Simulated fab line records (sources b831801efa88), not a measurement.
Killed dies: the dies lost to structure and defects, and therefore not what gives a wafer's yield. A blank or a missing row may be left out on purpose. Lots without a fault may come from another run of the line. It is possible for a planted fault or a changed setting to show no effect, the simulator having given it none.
The same fault as seen by 2 desks / flow gf180mcu / each desk holds nothing but its own numbers, with what lay behind them at the end

## FROM THE METROLOGY DESK
What the gauges read, lot by lot, whatever tool the lot ran on: means of the sampled wafers that have a number. If a lot's mean is further than 4 standard deviations from the usual mean, the lot is out of limits and carries the mark OUT (the distance appears in the brackets).
Columns: A = NSD_OVL at GF_NSD_OVL_MEAS_08, usual 0.8 nm; B = PSD_OVL at GF_PSD_OVL_MEAS_08, usual -0.2 nm; C = SAB_CVD_00_THK at GF_SAB_THK_MEAS_01, usual 50.0 nm; D = SAB_OVL at GF_SAB_OVL_MEAS_10, usual -1.0 nm
lot=L267; first seen here=day 13 08:29; A=-1.1; B=1.4; C=50.5; D=-2.0
lot=L268; first seen here=day 13 17:00; A=0.7; B=0.8; C=49.7; D=0.0
lot=L269; first seen here=day 14 02:56; A=2.5; B=-0.8; C=49.6; D=-1.5
lot=L270; first seen here=day 14 13:39; A=2.0; B=-0.7; C=49.7; D=-0.1
lot=L271; first seen here=day 14 16:19; A=-0.6; B=-0.2; C=50.9; D=0.3
lot=L272; first seen here=day 15 05:39; A=-0.1; B=0.6; C=49.7; D=-0.1
lot=L274; first seen here=day 15 19:59; A=2.2; B=-1.7; C=50.1; D=-2.1
lot=L273; first seen here=day 15 23:35; A=1.0; B=0.5; C=49.8; D=-0.8
lot=L276; first seen here=day 17 11:24; A=0.3; B=-0.5; C=50.5; D=0.1
lot=L280; first seen here=day 19 03:16; A=1.1; B=-1.5; C=49.9; D=-0.4
lot=L282; first seen here=day 19 11:47; A=2.3; B=1.6; C=42.8 (-12) OUT; D=-2.5
lot=L284; first seen here=day 19 17:20; A=2.1; B=2.2; C=43.2 (-11) OUT; D=0.5
lot=L285; first seen here=day 20 07:17; A=-1.3; B=-1.4; C=49.8; D=-2.5
lot=L289; first seen here=day 21 04:40; A=2.5; B=2.1; C=49.5; D=-2.7
Per this desk, out of limits: L282, L284; the first was L282, day 20 13:19 (SAB_CVD_00_THK at GF_SAB_THK_MEAS_01). L267, L268, L269, L270, L271, L272, L274, L273, L276, L280, L285, L289 stayed within limits.

## DESK OF THE TOOL OWNER: pecvd-02
The tool's own readings at GF_SAB_CVD_00 (deposits SiO2 from TEOS, target thk 50 nm, time 4.9302 s): means of the sampled wafers that have a number, for each lot that ran on this tool. If a lot's mean is further than 4 standard deviations from the usual mean, the lot is out of limits and carries the mark OUT (the distance appears in the brackets).
Columns: A = heater power w at GF_SAB_CVD_00, usual 679 W; B = susceptor temp C at GF_SAB_CVD_00, usual 399.95 C
lot=L267; first seen here=day 14 05:35; A=663; B=399.89
lot=L269; first seen here=day 15 00:55; A=745; B=400.00
lot=L271; first seen here=day 15 13:51; A=699; B=399.82
lot=L276; first seen here=day 18 12:01; A=742; B=399.99
lot=L282; first seen here=day 20 13:18; A=775; B=399.91
lot=L284; first seen here=day 20 18:31; A=689; B=399.91
Result from this desk: across the 6 lots, nothing is out of limits.

## PUT TOGETHER
Metrology desk: alarm possible at day 20 13:19 on L282, L284.
The tool owner's desk saw nothing out of limits.
Tool owner's desk: L282, L284 on record, inside its limits.
The lots listed all ran GF_SAB_CVD_00 on pecvd-02.

## WHAT HAD BEEN PUT IN BY THE SIMULATOR
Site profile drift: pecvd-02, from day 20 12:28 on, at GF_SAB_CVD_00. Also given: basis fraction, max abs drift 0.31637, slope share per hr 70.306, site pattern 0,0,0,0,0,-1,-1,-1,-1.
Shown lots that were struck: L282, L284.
Per desk, hours elapsed from the start of the fault to the first reading out of limits: for the metrology desk, 1.
